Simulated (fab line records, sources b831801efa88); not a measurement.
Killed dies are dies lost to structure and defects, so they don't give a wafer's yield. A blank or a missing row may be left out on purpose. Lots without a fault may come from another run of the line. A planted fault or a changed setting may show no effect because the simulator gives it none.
fab line records | flow sky130
record lots=6 wafers=16 last_day=50
route steps=708 shown CAP2M@620 METAL4@621 PAD_OPEN@708
lots that met no fault: from a run of the same line without faults
start_h: hours from the record's first day to the start of the lot's first wafer shown | wait_h: hours since the lot's step before | " the same as in the row above | L1.1+2: a row that stands for several wafers | - no value, or no start given | * or withheld: withheld | < > ~ a bound
route shown NAME@n: a module of which the file shows steps, and the number in the route of the first | usual: mean/standard deviation of fault-free wafers | same: alike in all rows | chamber/n: place in a boat | sites: the reading at each site | _std_site: their standard deviation | _edge_site: outer sites' mean less inner sites' | radius_mm: how far each site lies from the wafer's centre | mask NAME#n: copy n | behind: the tool/chamber that last shaped the wafer | hold: why the lot was held/for how many hours/how that ended | device: the transistor (n, p or np) that didn't switch | end of line: the same wafers' tests at the end of the route | a step without rows: its recipe alone | killed: dies lost to structure and defects at the first sort, not the wafer's yield | map: a wafer's dies, x killed, . not, _ none there
set.NAME: the setting as run; set.NAME@STEP: as run at that earlier step | model.NAME: the simulator's own value behind a step, which no gauge read
lots at some steps of the route; a table a step, a row a wafer
services: from which hour (start_h, from the record's first day; less than 0 if before it) a tool's chamber was out of use, for how many hours, and why
## steps
# step SKY_CAP2M_CLEAN_17
# recipe chemistry=O3/DIW dry=n2_spin
# step SKY_METAL4_DEHYDRATE_05
# recipe temp_c=200 time_s=60
# step SKY_METAL4_HMDS_06
# recipe prime_time_s=60 prime_temp_c=120
# step SKY_METAL4_COAT_07
# recipe resist=BARC temp_c=withheld time_s=withheld spin_rpm=3000 resist_thk_nm=60
# step SKY_METAL4_COAT_08
# recipe resist=KrF-thick spin_rpm=3000 resist_thk_nm=1140
# step SKY_METAL4_SOFTBAKE_09
# recipe temp_c=100 time_s=90 resist=KrF-thick
# step SKY_METAL4_EXPOSE_10
# recipe mask_id=MM4 na=0.68 source_shape=annular sigma_inner=0.4 sigma_outer=0.8 target_cd_nm=300 dose_mj=28
# step SKY_METAL4_PEB_11
# recipe peb_temp_c=withheld peb_time_s=withheld resist=KrF-thick
# step SKY_METAL4_DEVELOP_12
# recipe develop_time_s=60 resist=KrF-thick dev_temp_c=21
# step SKY_METAL4_CD_MEAS_13
# recipe target_cd_nm=300
# usual cd_nm=300.0/1.4
# columns lot.wafer tool chamber start_h wait_h cd_nm
L162.2 cd_sem-01 - 998.76 - 299.1
L162.3 " - " " 299.2
L162.5 " - " " 299.7
L165.3 cd_sem-01 - 1017.65 - 298.5
L165.5 " - " " 298.0
L165.6 " - " " 298.8
L171.1 cd_sem-01 - 1055.44 - 299.2
L171.3 " - " " 300.1
L171.4 " - " " 300.1
L173.2 cd_sem-01 - 1060.93 - 299.7
L173.4 " - " " 300.9
L173.6 " - " " 299.9
L181.4 cd_sem-01 - 1112.37 - 299.2
L181.5 " - " " 300.0
L183.1 cd_sem-02 - 1122.51 - 300.5
L183.5 " - " " 301.0
# step SKY_METAL4_OVL_MEAS_14
# usual METAL4_OVL=3/5.5
# columns lot.wafer tool chamber start_h wait_h METAL4_OVL[nm]
L162.2 overlay-02 - 998.86 0.1 8
L162.3 " - " " 4
L162.5 " - " " 15
L165.3 overlay-02 - 1017.74 0.1 -8
L165.5 " - " " -4
L165.6 " - " " -5
L171.1 overlay-02 - 1055.56 0.1 10
L171.3 " - " " 6
L171.4 " - " " 0
L173.2 overlay-02 - 1061.04 0.1 -1
L173.4 " - " " 2
L173.6 " - " " 4
L181.4 overlay-01 - 1112.45 0.1 7
L181.5 " - " " 8
L183.1 overlay-01 - 1122.63 0.1 0
L183.5 " - " " -1
# step SKY_METAL4_DESCUM_15
# recipe chemistry=O2 source_power_w=150 bias_power_w=0 pressure_mtorr=10 temp_c=40 time_s=8
# usual drypump_motor_current_A=5.63/0.29 oes_product_au=1.000/0.0071 temp_c=40.00/0.11
# columns lot.wafer tool chamber start_h wait_h drypump_motor_current_A oes_product_au rf_hours_counter_h temp_c
L162.2 rie_metal-02 1 998.89 0.0 5.95 1.015 15 39.90
L162.3 " 1 " " 5.97 1.011 - 39.91
L162.5 " 0 " " 5.72 0.981 - 39.85
L165.3 rie_metal-01 1 1017.78 0.0 5.16 0.990 - 39.95
L165.5 " 0 " " 5.72 1.005 - 39.74
L165.6 " 1 " " 5.15 0.994 - 40.01
L171.1 rie_metal-01 1 1055.60 0.0 5.14 0.990 5 39.91
L171.3 " 0 " " 5.73 0.998 - 39.97
L171.4 " 1 " " 5.16 0.986 - 39.86
L173.2 rie_metal-01 0 1061.07 0.0 5.73 1.001 18 39.93
L173.4 " 1 " " 5.19 1.002 - 40.19
L173.6 " 1 " " 5.13 1.006 - 40.09
L181.4 rie_metal-02 0 1112.48 0.0 5.74 1.003 - 40.12
L181.5 " 0 " " 5.72 1.008 - 40.01
L183.1 rie_metal-02 0 1122.67 0.0 5.73 0.992 3 40.03
L183.5 " 1 " " 5.97 1.011 - 39.97
# step SKY_METAL4_ETCH_16
# recipe chemistry=N2/H2 target=BARC ion_energy_ev=200 bias_w=100 pressure_mtorr=30 n2_flow_sccm=100 h2_flow_sccm=200 icp_w=500 stop_on=SiO2 time_s=88.2 target_depth_a=600
# usual bias_w=100.0/0.32 drypump_motor_current_A=5.64/0.3 h2_flow_sccm=200.0/0.57 oes_product_au=0.626/0.0047 run_length_s=116.4/0.42 throttle_valve_pct=13.205/0.0091
# columns lot.wafer tool chamber start_h wait_h bias_w drypump_motor_current_A h2_flow_sccm oes_product_au rf_hours_counter_h run_length_s throttle_valve_pct
L162.2 rie_metal-02 1 998.93 0.0 99.9 6.01 199.7 0.622 15 117.4 13.200
L162.3 " 1 " " 99.8 6.00 200.4 0.630 - 116.8 13.194
L162.5 " 0 " " 99.8 5.73 201.0 0.633 - 116.6 13.202
L165.3 rie_metal-01 1 1017.83 0.0 100.0 5.17 199.2 0.629 - 116.1 13.202
L165.5 " 0 " " 100.6 5.73 200.4 0.622 - 116.0 13.210
L165.6 " 1 " " 100.0 5.16 200.5 0.620 - 116.1 13.211
L171.1 rie_metal-01 1 1055.63 0.0 99.8 5.16 200.4 0.623 5 116.3 13.202
L171.3 " 0 " " 99.7 5.75 200.4 0.621 - 116.0 13.196
L171.4 " 1 " " 100.3 5.15 200.0 0.629 - 116.0 13.195
L173.2 rie_metal-01 0 1061.10 0.0 100.1 5.74 199.5 0.627 18 115.9 13.213
L173.4 " 1 " " 99.6 5.14 199.3 0.628 - 115.9 13.193
L173.6 " 1 " " 100.0 5.15 200.9 0.621 - 116.0 13.209
L181.4 rie_metal-02 0 1112.53 0.0 - 5.74 200.2 0.641 - 113.3 13.208
L181.5 " 0 " " 99.8 5.74 200.7 0.622 - 116.8 13.209
L183.1 rie_metal-02 0 1122.70 0.0 - 5.73 199.5 0.640 3 113.1 13.215
L183.5 " 1 " " 100.3 6.00 200.2 0.630 - 117.0 13.206
# step SKY_METAL4_ETCH_17
# recipe target=SiO2 stop_on=TiN chemistry=C4F8/O2/Ar source_w=1500 bias_w=1200 pressure_mtorr=40 c4f8_flow_sccm=withheld O2_flow_sccm=6 Ar_flow_sccm=300 time_s=3.9 target_depth_a=150
# usual bias_w=1199.4/2.9 oes_product_au=0.753/0.0069
# columns lot.wafer tool chamber start_h wait_h bias_w oes_product_au
L162.2 rie_diel-01 0 999.02 0.1 1203.4 0.749
L162.3 " 3 " " 1200.3 0.759
L162.5 " 2 " " 1196.0 0.754
L165.3 rie_diel-04 3 1017.90 0.0 1201.1 0.752
L165.5 " 1 " " 1202.4 0.755
L165.6 " 0 " " 1201.5 0.755
L171.1 rie_diel-04 2 1055.73 0.1 1199.9 0.751
L171.3 " 1 " " 1197.9 0.749
L171.4 " 3 " " 1196.8 0.761
L173.2 rie_diel-04 2 1061.20 0.1 1203.2 0.755
L173.4 " 1 " " 1203.6 0.744
L173.6 " 1 " " 1201.7 0.751
L181.4 rie_diel-04 1 1112.60 0.0 1204.0 0.751
L181.5 " 0 " " 1197.6 0.757
L183.1 rie_diel-04 2 1122.80 0.1 1194.2 0.754
L183.5 " 0 " " 1197.9 0.760
# step SKY_PAD_OPEN_PROBE_99
# usual defect_limited_yield=81.9/1.9 killed_at_M0_to_M3=45/7.3 killed_at_M4_up=3.2/1.8 killed_at_contacts=25/5.5 killed_at_front_end=15/4.2 killed_at_other=0.3/0.69 killed_dies=89/9.4 killed_open=49/6.6 killed_short=40/6.4 sort_bin_3_pad_short=0.9/0.43 sort_bin_5_function=10.7/1.5 sort_bin_6_memory=6.5/1.2 sort_n_pass=403/9.4 sort_yield_pct=81.9/1.9
# same gross_dies=492 killed_at_back_side=0 sort_bin_4_leakage[%]=0 sort_bin_8_speed[%]=0
# columns lot.wafer tool chamber start_h wait_h defect_limited_yield[%] killed_at_M0_to_M3 killed_at_M4_up killed_at_contacts killed_at_front_end killed_at_other killed_dies killed_open killed_short sort_bin_3_pad_short[%] sort_bin_5_function[%] sort_bin_6_memory[%] sort_n_pass sort_yield_pct[%]
L162.2 prober-02 - 1092.07 0.1 78.5 58 5 25 18 0 106 56 50 1.0 11.2 9.3 386 78.5
L162.3 prober-02 - 1092.12 0.2 80.9 49 5 26 14 0 94 60 34 1.2 11.0 6.9 398 80.9
L162.5 prober-02 - 1092.22 0.2 78.3 60 2 29 16 0 107 60 47 1.4 12.8 7.5 385 78.3
L165.3 prober-02 - 1109.02 0.2 81.3 51 4 21 16 0 92 57 35 0.8 13.0 4.9 400 81.3
L165.5 prober-02 - 1109.12 0.2 81.7 40 2 28 20 0 90 51 38 0.2 10.0 8.1 402 81.7
L165.6 prober-02 - 1109.17 0.2 84.8 37 1 22 15 0 75 39 36 0.2 7.7 7.3 417 84.8
L171.1 prober-01 - 1143.96 0.1 80.9 43 3 22 26 0 94 53 41 0.8 10.0 8.3 398 80.9
L171.3 prober-01 - 1144.06 0.2 82.7 51 3 16 12 3 85 48 36 0.6 11.0 5.7 407 82.7
L171.4 prober-01 - 1144.11 0.2 83.1 38 1 19 25 0 83 49 34 1.0 11.6 4.3 409 83.1
L173.2 prober-01 - 1145.89 0.1 85.0 44 1 19 10 0 74 38 35 1.4 9.3 4.3 418 85.0
L173.4 prober-01 - 1145.99 0.2 81.5 53 6 23 9 0 91 50 41 1.2 10.8 6.5 401 81.5
L173.6 prober-01 - 1146.09 0.2 80.5 55 3 22 15 1 96 49 44 1.6 12.4 5.5 396 80.5
L181.4 prober-01 - 1189.73 0.2 81.9 38 4 25 22 0 89 45 42 0.8 10.6 6.7 403 81.9
L181.5 prober-01 - 1189.78 0.2 78.0 50 5 35 18 0 108 53 53 1.4 11.8 8.7 384 78.0
L183.1 prober-01 - 1198.51 0.1 81.1 42 1 25 25 0 93 57 36 1.0 12.0 5.9 399 81.1
L183.5 prober-01 - 1198.71 0.2 83.3 43 7 18 14 0 82 40 42 0.8 11.0 4.9 410 83.3
# killed by level:class
L162.2 VIA1:geometric_particle:short=12 VIA1:geometric_particle:open=10 LI_CONTACT:geometric_particle:open=9 VIA3:geometric_particle:open=9 CONTACT:geometric_particle:short=7 VIA2:geometric_particle:open=7 METAL1:geometric_particle:short=6 FIELD_ISO:geometric_particle:short=5
L162.3 VIA3:geometric_particle:open=12 CONTACT:geometric_particle:open=12 VIA1:geometric_particle:open=11 LI_CONTACT:geometric_particle:open=7 METAL1:geometric_particle:short=7 FIELD_ISO:geometric_particle:short=6 METAL4:geometric_particle:short=5 VIA2:geometric_particle:open=5
L162.5 VIA1:geometric_particle:open=14 LI_CONTACT:geometric_particle:open=12 VIA2:geometric_particle:open=9 CONTACT:geometric_particle:open=8 METAL1:geometric_particle:short=8 VIA1:geometric_particle:short=7 VIA3:geometric_particle:open=6 FIELD_ISO:geometric_particle:short=5
L165.3 VIA1:geometric_particle:open=14 VIA3:geometric_particle:open=14 CONTACT:geometric_particle:open=10 VIA1:geometric_particle:short=6 FIELD_ISO:geometric_particle:open=5 POLY_GATE:geometric_particle:open=4 LOCAL_INTERCONNECT:geometric_particle:short=4 CONTACT:geometric_particle:short=4
L165.5 CONTACT:geometric_particle:open=13 VIA3:geometric_particle:open=13 POLY_GATE:geometric_particle:short=7 LI_CONTACT:geometric_particle:open=7 VIA1:geometric_particle:open=6 METAL2:geometric_particle:short=6 FIELD_ISO:geometric_particle:open=4 FIELD_ISO:geometric_particle:short=3
L165.6 CONTACT:geometric_particle:open=10 METAL2:geometric_particle:short=10 VIA1:geometric_particle:open=7 CONTACT:geometric_particle:short=5 VIA1:geometric_particle:short=5 POLY_CUT:geometric_particle:open=4 VIA3:geometric_particle:open=4 FIELD_ISO:geometric_particle:short=3
L171.1 CONTACT:geometric_particle:open=10 VIA1:geometric_particle:open=10 FIELD_ISO:geometric_particle:short=7 POLY_GATE:geometric_particle:short=6 LI_CONTACT:geometric_particle:open=6 METAL1:geometric_particle:short=6 VIA3:geometric_particle:open=6 FIELD_ISO:geometric_particle:open=5
L171.3 VIA1:geometric_particle:open=16 VIA3:geometric_particle:open=10 CONTACT:geometric_particle:open=9 METAL1:geometric_particle:short=7 FIELD_ISO:geometric_particle:short=5 LOCAL_INTERCONNECT:geometric_particle:short=5 METAL2:geometric_particle:short=5 POLY_GATE:geometric_particle:open=4
L171.4 CONTACT:geometric_particle:open=10 VIA1:geometric_particle:open=10 FIELD_ISO:geometric_particle:open=7 FIELD_ISO:geometric_particle:short=6 METAL2:geometric_particle:short=5 METAL1:geometric_particle:short=5 VIA2:geometric_particle:open=4 VIA3:geometric_particle:open=4
L173.2 VIA2:geometric_particle:open=8 LI_CONTACT:geometric_particle:short=6 LI_CONTACT:geometric_particle:open=6 VIA1:geometric_particle:open=6 VIA3:geometric_particle:open=6 METAL2:geometric_particle:short=5 CONTACT:geometric_particle:open=5 VIA1:geometric_particle:short=4
L173.4 VIA1:geometric_particle:open=16 CONTACT:geometric_particle:open=12 VIA3:geometric_particle:open=8 METAL1:geometric_particle:short=6 VIA1:geometric_particle:short=6 CONTACT:geometric_particle:short=5 METAL3:geometric_particle:short=4 VIA2:geometric_particle:open=4
L173.6 METAL1:geometric_particle:short=11 VIA2:geometric_particle:open=10 LI_CONTACT:geometric_particle:open=9 VIA1:geometric_particle:open=9 CONTACT:geometric_particle:open=8 METAL2:geometric_particle:short=7 VIA2:geometric_particle:short=5 FIELD_ISO:geometric_particle:open=4
L181.4 CONTACT:geometric_particle:open=9 LI_CONTACT:geometric_particle:open=7 FIELD_ISO:geometric_particle:open=6 VIA1:geometric_particle:open=6 METAL2:geometric_particle:short=6 CONTACT:geometric_particle:short=5 VIA2:geometric_particle:open=5 FIELD_ISO:geometric_particle:short=4
L181.5 VIA1:geometric_particle:open=9 CONTACT:geometric_particle:open=9 VIA3:geometric_particle:open=9 LI_CONTACT:geometric_particle:short=8 CONTACT:geometric_particle:short=8 METAL1:geometric_particle:short=8 METAL2:geometric_particle:short=7 VIA2:geometric_particle:open=7
L183.1 VIA1:geometric_particle:open=12 LI_CONTACT:geometric_particle:open=9 VIA2:geometric_particle:open=7 POLY_GATE:geometric_particle:open=6 METAL2:geometric_particle:short=6 POLY_GATE:geometric_particle:short=5 CONTACT:geometric_particle:open=5 VIA3:geometric_particle:open=5
L183.5 METAL1:geometric_particle:short=8 CONTACT:geometric_particle:open=7 VIA1:geometric_particle:open=7 VIA1:geometric_particle:short=5 VIA2:geometric_particle:open=5 METAL4:geometric_particle:short=5 FIELD_ISO:geometric_particle:short=4 POLY_GATE:geometric_particle:short=4
## services
# columns tool chamber start_h hours kind
rie_diel-04 2 978.66 3.6 repair
rie_diel-04 3 995.21 3.6 repair
rie_metal-01 - 1027.03 0.1 repair
rie_metal-01 0 1041.03 5.6 repair
rie_metal-01 - 1057.35 1.4 pm
rie_metal-02 0 1062.51 - clean
rie_metal-02 0 1062.51 15.9 scheduled_down
rie_metal-02 0 1062.51 15.9 vent_cycle
## key
first_sign step=SKY_METAL4_ETCH_16 reading=run_length_s direction=down sigmas=7.6 usual=* struck=*
effect step=SKY_METAL4_ETCH_16 reading=oes_product_au direction=up sigmas=3.2 usual=0.626 struck=0.641
met_at SKY_METAL4_ETCH_16
struck_wafers L181.4,L183.1
onset_between 998.93 1112.53
fault kind=process_parameter_drift tool=rie_metal-02 chamber=- onset_h=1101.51 steps=SKY_METAL4_ETCH_16 channel=time_s offset=* shape=step end_h=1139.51 scope=struck_wafers_only acts_in=* stated=*
